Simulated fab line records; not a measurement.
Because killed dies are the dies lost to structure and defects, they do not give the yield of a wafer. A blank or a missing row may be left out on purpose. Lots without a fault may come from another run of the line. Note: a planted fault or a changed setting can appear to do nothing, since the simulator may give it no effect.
Matching of chambers | flow sky130 | SKY_FIELD_ISO_ETCH_14 on rie diel-03 has 4 sister chambers
The step etches BARC in N2/H2, stops on SiO2, time 45.9 s, target depth 60 nm. 4 wafers are shown with their chamber, then 7 later ones without.

## WAFERS PAIRED WITH THEIR CHAMBERS
wafer  | chamber | drypump motor current A (A)
L740.5 | 1       | 5.8
L740.6 | 0       | 6.0
L741.2 | 2       | 5.2
L741.4 | 3       | 6.0

## WAFERS WHOSE CHAMBER IS MISSING
wafer  | drypump motor current A (A)
L741.6 | 6.0
L742.1 | 6.1
L742.4 | 5.2
L742.5 | 6.1
L747.1 | 5.8
L747.3 | 6.1
L747.4 | 6.0

## WHICH CHAMBER EACH ONE RAN IN
wafer  | from the rows above     | in truth
L741.6 | can't be placed: 0 or 3 | 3
L742.1 | can't be placed: 0 or 3 | 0
L742.4 | 2                       | 2
L742.5 | can't be placed: 0 or 3 | 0
L747.1 | 1                       | 1
L747.3 | can't be placed: 0 or 3 | 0
L747.4 | can't be placed: 0 or 3 | 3
Correctly placed: 2 of 7. Cannot be placed on the basis of these rows: 5; the candidates contain the true chamber in 5. Number placed wrongly: 0.
How it was worked out, from the rows above alone: a wafer's distance from a chamber is the root of the sum, over the readings, of the square of ((its reading less the chamber's mean) divided by the reading's scatter). If the next closest chamber is less than 2 further off than the closest, the wafer can't be placed; otherwise it belongs to the closest. Each chamber's mean is taken over the wafers shown for it. The scatter: with one shown wafer a chamber, the root of the mean of the squares of how far each hidden wafer lies from its nearest shown one.
